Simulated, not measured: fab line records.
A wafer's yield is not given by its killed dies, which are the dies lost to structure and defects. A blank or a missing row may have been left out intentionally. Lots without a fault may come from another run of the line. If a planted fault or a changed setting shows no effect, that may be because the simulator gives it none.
Matching of chambers + flow gf180mcu + GF_V3_CVD_02 on pecvd-03: 3 sister chambers
The step deposits SiO2 from TEOS, target thk 850 nm, time 94.851 s. 6 wafers are shown with their chamber, then 7 later ones without.

## WAFERS WITH THEIR CHAMBER
| wafer  | chamber | heater power w (W) | susceptor temp C (C) |
|--------|---------|--------------------|----------------------|
| L074.1 | 2       | 567                | 399.64               |
| L086.2 | 2       | 507                | 400.10               |
| L089.4 | 1       | 666                | 399.88               |
| L089.6 | 0       | 946                | 400.13               |
| L091.4 | 0       | 941                | 400.36               |
| L091.5 | 1       | 581                | 400.01               |

## WAFERS MISSING THEIR CHAMBER
| wafer  | heater power w (W) | susceptor temp C (C) |
|--------|--------------------|----------------------|
| L091.6 | 989                | 400.30               |
| L090.1 | 628                | 400.22               |
| L090.4 | 969                | 400.03               |
| L090.5 | 540                | 400.05               |
| L094.1 | 621                | 399.65               |
| L094.4 | 665                | 399.69               |
| L094.5 | 580                | 399.92               |

## WHICH CHAMBER EACH ONE RAN IN
| wafer  | from the rows above     | in truth |
|--------|-------------------------|----------|
| L091.6 | 0                       | 0        |
| L090.1 | can't be placed: 1 or 2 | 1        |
| L090.4 | 0                       | 0        |
| L090.5 | can't be placed: 2 or 1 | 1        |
| L094.1 | can't be placed: 1 or 2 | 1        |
| L094.4 | can't be placed: 1 or 2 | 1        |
| L094.5 | can't be placed: 1 or 2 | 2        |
Correct placement for 2 of the 7. Cannot be placed on the basis of these rows: 5; the candidates contain the true chamber in 5. Wrongly placed: 0.
How it was worked out, from the rows above alone: a wafer's distance from a chamber is the root of the sum, over the readings, of the square of ((its reading less the chamber's mean) divided by the reading's scatter). If the next closest chamber is less than 2 further off than the closest, the wafer can't be placed; otherwise it belongs to the closest. A chamber's mean is the mean of its shown wafers. How the scatter is found: for the shown wafers, subtract from each reading the mean of its chamber, square and add these, divide the total by (wafers less chambers), then take the root.
